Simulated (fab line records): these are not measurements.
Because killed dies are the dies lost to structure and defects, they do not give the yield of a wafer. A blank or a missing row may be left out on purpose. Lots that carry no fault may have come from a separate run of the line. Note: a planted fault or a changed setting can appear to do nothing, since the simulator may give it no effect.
A lot that was struck, set against a sound lot | flow sky130 | 14 out of 708 route steps
Sound: wafers L431.1, L431.2, L431.4. Wafers struck: L426.2, L426.3, L426.6. Last of all comes the cause.
Order at every step that has rows: each side's tool, ch and its chambers, its first start. Under that, the readings that differ: sound wafers | struck wafers | difference of the means | sigmas: that difference in standard deviations of wafers without a fault.
alike: readings whose means differ by less than 2 such deviations, and words and numbers that are the same on both sides. not compared: withheld readings, readings that some wafer has no value for, bounds like >300 that may hide the same value, and numbers for which the record gives no deviation and whose values overlap.
The two part at a step that has a row with sigmas, a row that says differs or no value, or rows on one side only. When numbers do not overlap yet have no deviation, they are printed without sigmas and do not part them. Lack of a reading on every wafer of one side parts them only where that side has two or more wafers.

SKY_CAPM_METAL_ETCH_13: etches TiN in Cl2/BCl3, stops on SiO2, target depth 220 nm, time 62.9 s.
  sound on rieMetal-04 ch 0, day 43 10:37; struck on rieMetal-04 ch 0,1, day 42 16:59
  alike: drypumpMotorCurrentA, mfcCl2Sccm, oesProductAu, throttleValvePct
  not compared: rfHoursCounterH
SKY_CAPM_STRIP_14: strips in O2/N2.
  sound on plasmaAsher-02 ch 0,1, day 43 10:46; struck on plasmaAsher-02 ch 0, day 42 17:03
  alike: drypumpMotorCurrentA, oesProductAu, stripTimeToEndpointS
  not compared: rfHoursCounterH
then, 10 steps without rows for these wafers: SKY_CAPM_STRIP_15 (strips in post etch residue remover, time 1200 s); SKY_CAPM_CLEAN_16 (cleans in IPA, time 180 s); SKY_CAPM_CLEAN_17 (cleans in O3/DIW); SKY_METAL3_DEHYDRATE_05 (time 60 s); SKY_METAL3_HMDS_06 (prime time 60 s); SKY_METAL3_COAT_07 (resist thk 60 nm); SKY_METAL3_COAT_08 (resist thk 1140 nm); SKY_METAL3_SOFTBAKE_09 (time 90 s); SKY_METAL3_EXPOSE_10 (exposes mask MM3, target cd 300 nm); SKY_METAL3_PEB_11.
SKY_METAL3_DEVELOP_12: develop time 60 s.
  struck on lithoTrack-02, day 43 17:00; sound on lithoTrack-03 ch 0, day 44 09:00
  no value came back on the struck wafers for chillPlateTempC (C), developTimeS (s), developerTempC (C); on the sound wafers chillPlateTempC (C) reads 23.00 23.08 23.00
reading                                      | sound          | struck         | difference | sigmas
model.KrF-thick_of_METAL3_COAT_08.thkNm (nm) | 1131 1125 1126 | 1151 1151 1151 | +24        | 
SKY_METAL3_CD_MEAS_13: the cd target is 300 nm.
  struck on cdSem-02, day 43 17:09; sound on cdSem-01, day 44 09:59
reading   | sound             | struck | difference                    | sigmas
cdNm (nm) | 301.3 300.2 300.9 | - - -  | no value on the struck wafers | 

WHERE THEY PART
First at SKY_METAL3_DEVELOP_12; last, within this record, at SKY_METAL3_CD_MEAS_13.

WHY: whatever the simulator had introduced
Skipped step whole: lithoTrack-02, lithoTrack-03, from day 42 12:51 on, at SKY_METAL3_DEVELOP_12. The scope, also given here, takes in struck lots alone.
